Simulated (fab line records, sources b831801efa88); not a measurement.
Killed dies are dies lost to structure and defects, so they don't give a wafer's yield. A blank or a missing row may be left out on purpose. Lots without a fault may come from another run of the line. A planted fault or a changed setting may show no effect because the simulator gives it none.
Which tool did it? | flow sky130 | 11 lots, 33 wafers sampled, at 5 steps of a route of 708

WHAT THE GAUGES READ, wafer by wafer
SKY_METAL2_CD_MEAS_15: target cd 140 nm. Usual: cd_nm 140.5 nm, standard deviation 1.5.
lot  | measured     | on        | cd_nm (nm)        | flag
L850 | day 35 06:23 | cd_sem-02 | 142.2 141.5 139.9 |
L851 | day 35 16:39 | cd_sem-02 | 142.1 142.8 140.5 |
L853 | day 36 11:59 | cd_sem-02 | 139.7 140.9 140.2 |
L854 | day 36 15:31 | cd_sem-02 | 140.8 138.9 139.6 |
L855 | day 36 21:07 | cd_sem-01 | 140.0 139.6 139.6 |
L856 | day 37 06:34 | cd_sem-01 | 140.4 140.7 140.3 |
L858 | day 38 02:25 | cd_sem-02 | 138.9 138.4 139.7 |
L861 | day 39 01:29 | cd_sem-02 | 139.8 139.5 141.1 |
L862 | day 39 05:24 | cd_sem-02 | 138.9 139.8 137.4 |
L863 | day 39 16:22 | cd_sem-01 | 139.8 139.8 138.5 |
L872 | day 42 02:56 | cd_sem-02 | 140.1 142.7 142.9 |

SKY_VIA2_BOW_MEAS_03. Usual: VIA2_BOW 85 um, standard deviation 6.8.
lot  | measured     | on            | VIA2_BOW (um) | flag
L850 | day 35 07:49 | film_metro-01 | 75 83 82      |
L851 | day 35 18:04 | film_metro-03 | 80 72 78      |
L853 | day 36 13:28 | film_metro-03 | 86 84 76      |
L854 | day 36 17:05 | film_metro-01 | 74 90 85      |
L855 | day 36 22:37 | film_metro-03 | 77 85 82      |
L856 | day 37 08:05 | film_metro-02 | 92 77 88      |
L858 | day 38 03:50 | film_metro-02 | 88 91 102     |
L861 | day 39 02:58 | film_metro-02 | 90 75 85      |
L862 | day 39 06:53 | film_metro-02 | 90 93 82      |
L863 | day 39 17:47 | film_metro-03 | 84 78 83      |
L872 | day 42 04:23 | film_metro-03 | 101 89 79     |

SKY_VIA2_CD_MEAS_12: target cd 200 nm. Usual: cd_nm 200.4 nm, standard deviation 1.5.
lot  | measured     | on        | cd_nm (nm)        | flag
L850 | day 36 09:11 | cd_sem-02 | 198.1 198.6 198.2 |
L851 | day 36 19:22 | cd_sem-01 | 201.5 201.8 201.0 |
L853 | day 37 15:59 | cd_sem-02 | 200.8 200.5 201.6 |
L854 | day 37 18:49 | cd_sem-01 | 200.1 197.0 196.9 |
L855 | day 38 00:28 | cd_sem-02 | 198.5 200.4 198.8 |
L856 | day 38 10:10 | cd_sem-01 | 201.8 201.6 201.0 |
L858 | day 39 05:04 | cd_sem-01 | 200.2 200.4 199.8 |
L861 | day 40 04:17 | cd_sem-01 | 200.0 198.7 199.6 |
L862 | day 40 07:45 | cd_sem-01 | 168.9 194.9 171.8 | OFF
L863 | day 40 18:13 | cd_sem-01 | 186.6 186.4 196.0 | OFF
L872 | day 43 03:05 | cd_sem-01 | 200.2 199.2 199.8 |

WHICH TOOL RAN EACH LOT (tool, then ch and the chambers of the sampled wafers, then the start)
lot  | SKY_METAL2_STRIP_20                  | SKY_VIA2_EXPOSE_09
L850 | plasma_asher-01 ch 0,1, day 35 06:43 | krf_scanner-02 ch 0, day 35 20:55
L851 | plasma_asher-01 ch 0,1, day 35 16:59 | krf_scanner-01 ch 0, day 36 05:50
L853 | plasma_asher-01 ch 0,1, day 36 12:18 | krf_scanner-01 ch 0, day 37 02:50
L854 | plasma_asher-03 ch 0,1, day 36 15:51 | krf_scanner-01 ch 0, day 37 05:22
L855 | plasma_asher-03 ch 0,1, day 36 21:27 | krf_scanner-01 ch 0, day 37 11:10
L856 | plasma_asher-01 ch 0,1, day 37 06:55 | krf_scanner-01 ch 0, day 37 22:10
L858 | plasma_asher-04 ch 0,1, day 38 02:45 | krf_scanner-02 ch 0, day 38 16:36
L861 | plasma_asher-03 ch 0,1, day 39 01:48 | krf_scanner-01 ch 0, day 39 15:17
L862 | plasma_asher-01 ch 0,1, day 39 05:44 | krf_scanner-02 ch 0, day 39 19:23
L863 | plasma_asher-04 ch 0,1, day 39 16:42 | krf_scanner-02 ch 0, day 40 06:28
L872 | plasma_asher-01 ch 0,1, day 42 03:15 | krf_scanner-01 ch 0, day 42 15:13
- SKY_METAL2_STRIP_20: strips in O2/N2.
- SKY_VIA2_EXPOSE_09: exposes mask VIM2, target cd 200 nm.

WHAT THE TOOLS THEMSELVES READ (means of the sampled wafers that have a number; where no wafer has one, the mark that the record gives instead)
SKY_METAL2_STRIP_20. Usual: drypump_motor_current_A 5.8 A, standard deviation 0.51; oes_product_au 0.342 a.u., standard deviation 0.0055; strip_time_to_endpoint_s 2.68 s, standard deviation 0.058.
lot  | tool            | drypump_motor_current_A (A) | oes_product_au (a.u.) | strip_time_to_endpoint_s (s) | flag
L850 | plasma_asher-01 | 5.2                         | 0.340                 | 2.64                         |
L851 | plasma_asher-01 | 5.5                         | 0.337                 | 2.69                         |
L853 | plasma_asher-01 | 5.5                         | 0.343                 | 2.69                         |
L854 | plasma_asher-03 | 6.2                         | 0.347                 | 2.69                         |
L855 | plasma_asher-03 | 6.2                         | 0.348                 | 2.70                         |
L856 | plasma_asher-01 | 5.2                         | 0.344                 | 2.72                         |
L858 | plasma_asher-04 | 6.2                         | 0.344                 | 2.70                         |
L861 | plasma_asher-03 | 6.2                         | 0.342                 | 2.73                         |
L862 | plasma_asher-01 | 5.5                         | 0.344                 | 2.71                         |
L863 | plasma_asher-04 | 6.0                         | 0.336                 | 2.66                         |
L872 | plasma_asher-01 | 5.5                         | 0.344                 | 2.72                         |

SKY_VIA2_EXPOSE_09. Usual: reticle_temp_C 22.98 C, standard deviation 0.099.
lot  | tool           | reticle_temp_C (C) | flag
L850 | krf_scanner-02 | 22.94              |
L851 | krf_scanner-01 | 23.02              |
L853 | krf_scanner-01 | 23.12              |
L854 | krf_scanner-01 | 23.07              |
L855 | krf_scanner-01 | 23.07              |
L856 | krf_scanner-01 | 22.85              |
L858 | krf_scanner-02 | 22.93              |
L861 | krf_scanner-01 | 22.86              |
L862 | krf_scanner-02 | 22.90              |
L863 | krf_scanner-02 | 22.96              |
L872 | krf_scanner-01 | 22.97              |

THE ANSWER, worked out from the rows above alone
Rule: a lot is off if the mean of its wafers that have a number lies more than 3 standard deviations from the usual mean. A lot without any number at a reading at which 4 lots or more have one is off too. The other lots that the step has rows for count as sound. The gauges are gone through in route order, then the tools' own readings, and for those a lot's mean is taken as printed above. The first step at which some lot is off is used, and at that step the reading that is off furthest; a lot without a number counts as furthest.
Off: L862, L863, at SKY_VIA2_CD_MEAS_12 (cd_nm).
A tool fits if, at a process step before that reading, it ran every lot that is off, and no sound lot after the first of them. The gauges at SKY_VIA2_CD_MEAS_12 are tried like those tools. One fits: krf_scanner-02 at SKY_VIA2_EXPOSE_09. Its last sound lot is L858 (day 38 16:36), its first lot that is off L862 (day 39 19:23): a fault that began between those two fits.

WHAT THE SIMULATOR HAD PUT IN
Process parameter drift: krf_scanner-02, from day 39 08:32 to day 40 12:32, at SKY_VIA2_EXPOSE_09. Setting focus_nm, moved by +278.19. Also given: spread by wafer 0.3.
Lots struck among those shown: L862, L863. The rule above found the same.
